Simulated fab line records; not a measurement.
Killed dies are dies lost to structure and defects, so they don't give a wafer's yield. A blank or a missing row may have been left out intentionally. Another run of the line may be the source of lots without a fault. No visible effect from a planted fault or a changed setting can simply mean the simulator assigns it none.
fab line records	flow gf180mcu
[record] lots = 6	wafers = 18	last-day = 34
route steps=602 shown HV_LDD@234 NSD@235 PSD@248
lots with no fault: from the same line, run without faults
start-h: start of the lot's first displayed wafer, in hours after the record's first day	wait-h: hours elapsed since this lot's preceding step	" same as the row above	L1.1+2: one row covering several wafers at once	- either no value or no given start	* or withheld: withheld	< > ~ a bound
route shown NAME@n: a module of which the file shows steps, and the number in the route of the first	usual: mean/standard deviation taken from wafers without a fault	same: alike in all rows	chamber/n: place in a boat	sites: each site's reading	_std_site: the values' standard deviation	_edge_site: mean of outer sites minus mean of inner sites	radius-mm: how far each site lies from the wafer's centre	mask NAME#n: copy n	behind: the last tool/chamber to shape the wafer	hold: why the lot was held/for how many hours/how that ended	device: the transistor (n, p or np) that didn't switch	end of line: the same wafers' tests at the end of the route	where a step has no rows: the recipe by itself	killed: count of dies lost to structure and defects at first sort (not the wafer's yield)	map: a wafer's dies, marking killed ones x, the rest . and places with no die _
set.NAME: the setting that was run; set.NAME@STEP: the one run at that earlier step	model.NAME: the simulator's own value behind a step, which no gauge read
a table for each step, a row for each wafer; lots at some steps of the route
services: when a tool's chamber went out of use (start-h, in hours from the record's first day, below 0 if earlier), for how many hours, and the reason
[[steps]]
[step GF_HV_LDD_ETCHBACK_58]
[recipe] chemistry = CH3F/O2	target = Si3N4	stop-on = SiO2	source-w = 400	bias-w = 80	pressure-mtorr = 25	ch3f-flow-sccm = 40	O2_flow_sccm = 30	time-s = 100	target-depth-a = 900
[usual] drypump-motor-current-A = 5.8/0.48	oes-product-au = 0.841/0.0073	throttle-valve-pct = 10.561/0.0089
lot.wafer	tool	chamber	start-h	wait-h	drypump-motor-current-A	oes-product-au	rf-hours-counter-h	throttle-valve-pct
L674.4	rie-diel-04	0	278.84	0.0	6.6	0.839	69	10.556
L674.5	"	2	"	"	5.4	0.835	-	10.556
L674.6	"	3	"	"	6.0	0.840	-	10.561
L678.1	rie-diel-01	1	316.99	0.1	6.3	0.838	3	10.577
L678.4	"	0	"	"	6.0	0.837	39	10.558
L678.5	"	3	"	"	4.7	0.838	-	10.559
L684.2	rie-diel-04	0	357.49	0.0	6.7	0.841	71	10.562
L684.4	"	1	"	"	5.5	0.847	12	10.547
L684.5	"	0	"	"	6.7	0.834	-	10.560
L685.1	rie-diel-01	0	362.10	0.1	6.0	0.844	40	10.566
L685.4	"	1	"	"	6.3	0.845	-	10.563
L685.6	"	0	"	"	6.0	0.843	-	10.557
L690.3	rie-diel-04	1	407.73	0.0	5.5	0.860	13	10.571
L690.5	"	0	"	"	6.7	0.852	-	10.558
L690.6	"	1	"	"	5.5	0.849	-	10.569
L695.1	rie-diel-02	0	449.00	0.1	5.6	0.851	42	10.562
L695.3	"	3	"	"	5.2	0.848	84	10.564
L695.4	"	1	"	"	6.0	0.848	29	10.559
[step GF_NSD_DEHYDRATE_00]
[recipe] temp-c = 200	time-s = 60
[step GF_NSD_HMDS_01]
[recipe] prime-time-s = 60	prime-temp-c = 120
[step GF_NSD_COAT_02]
[recipe] resist = NOVOLAK	spin-rpm = 3000	resist-thk-nm = 1000
[step GF_NSD_SOFTBAKE_03]
[recipe] temp-c = 90	time-s = 60	resist = NOVOLAK
[step GF_NSD_EXPOSE_04]
[recipe] mask-id = Nplus	target-cd-nm = 400	na = 0.6	source-shape = conventional	sigma-outer = 0.6	dose-mj = 140
[step GF_NSD_PEB_05]
[recipe] temp-c = withheld	time-s = *	resist = NOVOLAK
[step GF_NSD_DEVELOP_06]
[recipe] develop-time-s = 60	dev-temp-c = 23
[step GF_NSD_CD_MEAS_07]
[recipe] target-cd-nm = 400
[usual] cd-nm = 400.4/2.1
lot.wafer	tool	chamber	start-h	wait-h	cd-nm
L674.4	cd-sem-01	-	299.04	0.1	399.0
L674.5	"	-	"	"	398.2
L674.6	"	-	"	"	400.1
L678.1	cd-sem-02	-	337.34	0.1	400.2
L678.4	"	-	"	"	402.2
L678.5	"	-	"	"	403.0
L684.2	cd-sem-01	-	380.13	0.1	398.3
L684.4	"	-	"	"	396.6
L684.5	"	-	"	"	396.9
L685.1	cd-sem-01	-	384.94	0.1	396.6
L685.4	"	-	"	"	400.2
L685.6	"	-	"	"	395.6
L690.3	cd-sem-01	-	431.18	0.1	402.8
L690.5	"	-	"	"	403.1
L690.6	"	-	"	"	399.2
L695.1	cd-sem-01	-	473.03	0.1	400.2
L695.3	"	-	"	"	403.8
L695.4	"	-	"	"	400.4
[step GF_NSD_OVL_MEAS_08]
[usual] NSD_OVL = -0.4/1.3
lot.wafer	tool	chamber	start-h	wait-h	NSD_OVL[nm]
L674.4	overlay-02	-	299.12	0.1	-1.2
L674.5	"	-	"	"	-0.2
L674.6	"	-	"	"	-1.6
L678.1	overlay-01	-	337.46	0.1	0.9
L678.4	"	-	"	"	-1.3
L678.5	"	-	"	"	1.4
L684.2	overlay-01	-	380.24	0.1	-0.2
L684.4	"	-	"	"	-0.2
L684.5	"	-	"	"	-0.5
L685.1	overlay-02	-	385.06	0.1	-1.4
L685.4	"	-	"	"	-3.8
L685.6	"	-	"	"	-0.9
L690.3	overlay-02	-	431.27	0.1	0.6
L690.5	"	-	"	"	-0.2
L690.6	"	-	"	"	-0.5
L695.1	overlay-01	-	473.15	0.1	2.2
L695.3	"	-	"	"	0.4
L695.4	"	-	"	"	1.7
[step GF_NSD_IMPLANT_09]
[recipe] species = As	energy-kev = 60	dose-cm2 = 4e+15	tilt-deg = 7
[step GF_NSD_IMPLANT_10]
[recipe] species = P	energy-kev = 40	dose-cm2 = 5e+14	tilt-deg = 7
[step GF_NSD_STRIP_11]
[recipe] chemistry = O2/N2	power-w = 1400	pressure-mtorr = 1500	platen-temp-c = 250	o2-flow-sccm = 3000	n2-flow-sccm = 300	overash-fraction = 0.5
[usual] chamber-pressure-mTorr = 1500.1/1.5	drypump-motor-current-A = 6.0/0.51	heater-power-w = 343/27	o2-flow-sccm = 2999/8.6	oes-product-au = 0.487/0.0044	strip-time-to-endpoint-s = 22.96/0.037
lot.wafer	tool	chamber	start-h	wait-h	chamber-pressure-mTorr	drypump-motor-current-A	heater-power-w	o2-flow-sccm	oes-product-au	rf-hours-counter-h	strip-time-to-endpoint-s	model.NOVOLAK_of_NSD_COAT_02.thk-nm
L674.4	plasma-asher-01	0	299.47	0.1	1498.8	6.8	351	3007	0.481	-	22.95	0
L674.5	"	1	"	"	1499.8	5.7	291	3009	0.487	-	22.97	0
L674.6	"	0	"	"	1500.0	6.8	353	3012	0.483	-	22.99	0
L678.1	plasma-asher-04	1	337.80	0.1	1500.1	6.3	363	3008	0.487	69	22.91	0
L678.4	"	0	"	"	1498.7	5.5	352	3007	0.490	-	22.91	0
L678.5	"	0	"	"	1499.3	5.5	356	3006	0.486	-	22.89	0
L684.2	plasma-asher-04	0	380.57	0.1	-	-	-	-	-	-	-	997.8
L684.4	"	0	"	"	-	-	-	-	-	-	-	1001
L684.5	"	1	"	"	-	-	-	-	-	-	-	1001
L685.1	plasma-asher-04	1	385.40	0.1	-	-	-	-	-	-	-	1007
L685.4	"	0	"	"	-	-	-	-	-	-	-	1001
L685.6	"	1	"	"	-	-	-	-	-	-	-	1002
L690.3	plasma-asher-02	1	431.63	0.1	1500.0	5.9	325	3000	0.490	-	22.99	0
L690.5	"	0	"	"	1499.6	5.4	377	2999	0.494	-	22.97	0
L690.6	"	1	"	"	1498.8	5.9	321	2992	0.494	-	23.00	0
L695.1	plasma-asher-01	1	473.48	0.1	1502.0	5.7	289	2987	0.487	37	23.01	0
L695.3	"	1	"	"	1500.4	5.6	280	2991	0.489	-	22.99	0
L695.4	"	0	"	"	1498.4	6.9	358	3002	0.489	-	22.98	0
[step GF_NSD_TW_MEAS_12]
[usual] NSD_TW = 4275/27
lot.wafer	tool	chamber	start-h	wait-h	NSD_TW
L674.4	film-metro-04	-	299.57	0.1	4255
L674.5	"	-	"	"	4223
L674.6	"	-	"	"	4285
L678.1	film-metro-03	-	337.90	0.1	4309
L678.4	"	-	"	"	4299
L678.5	"	-	"	"	4279
L684.2	film-metro-01	-	380.68	0.1	4255
L684.4	"	-	"	"	4228
L684.5	"	-	"	"	4224
L685.1	film-metro-01	-	385.50	0.1	4251
L685.4	"	-	"	"	4264
L685.6	"	-	"	"	4260
L690.3	film-metro-01	-	431.72	0.1	4269
L690.5	"	-	"	"	4247
L690.6	"	-	"	"	4263
L695.1	film-metro-04	-	473.58	0.1	4270
L695.3	"	-	"	"	4254
L695.4	"	-	"	"	4252
[step GF_PSD_DEHYDRATE_00]
[recipe] temp-c = 200	time-s = 60
[step GF_PSD_HMDS_01]
[recipe] prime-time-s = 60	prime-temp-c = 120
[step GF_PSD_COAT_02]
[recipe] resist = NOVOLAK	spin-rpm = 3000	resist-thk-nm = 1000
[step GF_PSD_SOFTBAKE_03]
[recipe] temp-c = 90	time-s = 60	resist = NOVOLAK
[step GF_PSD_EXPOSE_04]
[recipe] mask-id = Pplus	target-cd-nm = 400	na = 0.6	source-shape = conventional	sigma-outer = 0.6	dose-mj = 140
[step GF_PSD_PEB_05]
[recipe] temp-c = withheld	time-s = *	resist = NOVOLAK
[step GF_PSD_DEVELOP_06]
[recipe] develop-time-s = 60	dev-temp-c = 23
[step GF_PSD_CD_MEAS_07]
[recipe] target-cd-nm = 400
[usual] cd-nm = 399.8/1.8
lot.wafer	tool	chamber	start-h	wait-h	cd-nm
L674.4	cd-sem-01	-	319.98	0.1	401.4
L674.5	"	-	"	"	400.2
L674.6	"	-	"	"	399.6
L678.1	cd-sem-02	-	359.61	0.1	400.0
L678.4	"	-	"	"	398.8
L678.5	"	-	"	"	398.8
L684.2	cd-sem-01	-	403.43	0.1	399.6
L684.4	"	-	"	"	397.2
L684.5	"	-	"	"	400.9
L685.1	cd-sem-01	-	408.46	0.1	400.4
L685.4	"	-	"	"	401.0
L685.6	"	-	"	"	399.5
L690.3	cd-sem-02	-	455.40	0.1	399.2
L690.5	"	-	"	"	398.4
L690.6	"	-	"	"	399.0
L695.1	cd-sem-02	-	497.49	0.1	399.3
L695.3	"	-	"	"	400.9
L695.4	"	-	"	"	400.6
[step GF_PSD_OVL_MEAS_08]
[usual] PSD_OVL = 0.1/1.4
lot.wafer	tool	chamber	start-h	wait-h	PSD_OVL[nm]
L674.4	overlay-01	-	320.05	0.1	0.9
L674.5	"	-	"	"	0.4
L674.6	"	-	"	"	1.1
L678.1	overlay-01	-	359.73	0.1	1.5
L678.4	"	-	"	"	0.7
L678.5	"	-	"	"	-0.3
L684.2	overlay-01	-	403.53	0.1	1.8
L684.4	"	-	"	"	2.1
L684.5	"	-	"	"	1.3
L685.1	overlay-01	-	408.58	0.1	-1.0
L685.4	"	-	"	"	1.2
L685.6	"	-	"	"	3.3
L690.3	overlay-01	-	455.50	0.1	2.5
L690.5	"	-	"	"	0.4
L690.6	"	-	"	"	0.9
L695.1	overlay-01	-	497.61	0.1	-1.3
L695.3	"	-	"	"	-2.6
L695.4	"	-	"	"	-1.2
[step GF_PSD_IMPLANT_09]
[recipe] species = BF2	energy-kev = 40	dose-cm2 = 1.5e+15	tilt-deg = 7
[step GF_PSD_STRIP_10]
[recipe] chemistry = O2/N2	power-w = 1400	pressure-mtorr = 1500	platen-temp-c = 250	o2-flow-sccm = 3000	n2-flow-sccm = 300	overash-fraction = 0.5
[usual] chamber-pressure-mTorr = 1500.0/1.3	drypump-motor-current-A = 5.8/0.33	heater-power-w = 338/27	o2-flow-sccm = 3001/7.6	oes-product-au = 0.592/0.0044	strip-time-to-endpoint-s = 16.53/0.042
lot.wafer	tool	chamber	start-h	wait-h	chamber-pressure-mTorr	drypump-motor-current-A	heater-power-w	o2-flow-sccm	oes-product-au	rf-hours-counter-h	strip-time-to-endpoint-s
L674.4	plasma-asher-04	0	320.26	0.1	1499.5	5.5	345	3002	0.601	-	16.48
L674.5	"	0	"	"	1500.6	5.5	344	3012	0.589	-	16.50
L674.6	"	1	"	"	1500.2	6.4	368	3009	0.591	-	16.49
L678.1	plasma-asher-03	0	359.92	0.1	1499.5	6.0	320	2996	0.591	58	16.47
L678.4	"	1	"	"	1502.1	5.9	293	2993	0.585	-	16.50
L678.5	"	0	"	"	1500.0	6.0	313	2994	0.595	-	16.50
L684.2	plasma-asher-03	0	403.71	0.1	1500.0	6.1	311	3011	0.658	62	31.44
L684.4	"	1	"	"	1498.2	5.9	290	2984	0.658	-	31.48
L684.5	"	0	"	"	1501.4	6.0	315	2991	0.653	-	31.48
L685.1	plasma-asher-02	1	408.76	0.1	1502.7	5.8	327	3000	0.658	76	31.58
L685.4	"	0	"	"	1499.2	5.4	375	3002	0.651	-	31.49
L685.6	"	0	"	"	1499.6	5.4	357	3012	0.655	-	31.52
L690.3	plasma-asher-04	0	455.70	0.1	1500.7	5.5	348	3010	0.599	-	16.54
L690.5	"	0	"	"	1502.0	5.5	346	3005	0.592	-	16.55
L690.6	"	1	"	"	1500.1	6.4	363	2999	0.588	-	16.55
L695.1	plasma-asher-02	0	497.80	0.1	1498.5	5.5	363	3004	0.592	7	16.57
L695.3	"	0	"	"	1500.2	5.4	366	2998	0.593	-	16.59
L695.4	"	1	"	"	1500.2	5.8	335	3001	0.600	-	16.53
[step GF_PSD_TW_MEAS_11]
[usual] PSD_TW = 3202/18
lot.wafer	tool	chamber	start-h	wait-h	PSD_TW
L674.4	film-metro-01	-	320.35	0.1	3221
L674.5	"	-	"	"	3226
L674.6	"	-	"	"	3206
L678.1	film-metro-03	-	360.02	0.1	3199
L678.4	"	-	"	"	3206
L678.5	"	-	"	"	3205
L684.2	film-metro-03	-	403.82	0.1	31
L684.4	"	-	"	"	30
L684.5	"	-	"	"	31
L685.1	film-metro-03	-	408.86	0.1	31
L685.4	"	-	"	"	30
L685.6	"	-	"	"	30
L690.3	film-metro-03	-	455.79	0.1	3199
L690.5	"	-	"	"	3199
L690.6	"	-	"	"	3204
L695.1	film-metro-01	-	497.90	0.1	3191
L695.3	"	-	"	"	3172
L695.4	"	-	"	"	3185
[step GF_PSD_CLEAN_12]
[recipe] chemistry = SC1/SC2	mix = 1:4:20	temp-c = 70	time-s = 150	dry = n2-spin
[[services]]
tool	chamber	start-h	hours	kind
plasma-asher-01	-	271.70	3.3	repair
rie-diel-02	1	317.16	5.7	repair
rie-diel-02	-	320.04	4.3	pm
rie-diel-01	1	336.63	11.5	repair
rie-diel-02	2	343.72	4.1	repair
plasma-asher-03	-	345.01	2.8	pm
rie-diel-01	3	355.35	7.6	repair
rie-diel-01	-	360.12	1.0	repair
rie-diel-04	-	398.94	2.8	pm
plasma-asher-02	-	421.25	9.0	pm
plasma-asher-02	0	421.25	9.0	vent-cycle
plasma-asher-02	1	421.25	9.0	vent-cycle
plasma-asher-01	-	428.40	1.1	repair
plasma-asher-02	0	430.25	-	clean
plasma-asher-02	1	430.25	-	clean
plasma-asher-01	-	477.79	1.2	repair
rie-diel-02	1	479.72	9.9	repair
rie-diel-04	1	489.23	11.4	repair
[[key]]
[first-sign] step = GF_NSD_STRIP_11	reading = tool-record	direction = missing
[effect] step = GF_PSD_STRIP_10	reading = strip-time-to-endpoint-s	direction = up	sigmas = 99+	usual = *	struck = *
[effect] step = GF_PSD_TW_MEAS_11	reading = PSD_TW	direction = down	sigmas = 99+	usual = 3202	struck = 30
[model-effect] step = GF_NSD_STRIP_11	value = NOVOLAK_of_NSD_COAT_02.thk-nm	without = 0	struck = 1002
met-at GF_NSD_STRIP_11
struck-wafers L684.2,L684.4,L684.5,L685.1,L685.4,L685.6
sort-left-out L684.2,L684.4,L684.5,L685.1,L685.4,L685.6
tester-left-out L684,L685
onset-between 337.80 380.57
[fault] kind = skipped-step-whole	tool = plasma-asher-04	chamber = -	onset-h = 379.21	steps = GF_NSD_STRIP_11	scope = struck-lots-only
// tester-left-out: of these lots the tester's yield and bins aren't shown, on N5 and GAA mostly nor the transistor test; their killed dies are dies lost to structure and defects alone, not to doping, threshold or leakage, so they don't give the yield
// sort-left-out: the simulated sort isn't trusted on such a fault, so these wafers' sort isn't shown, and their yield isn't known
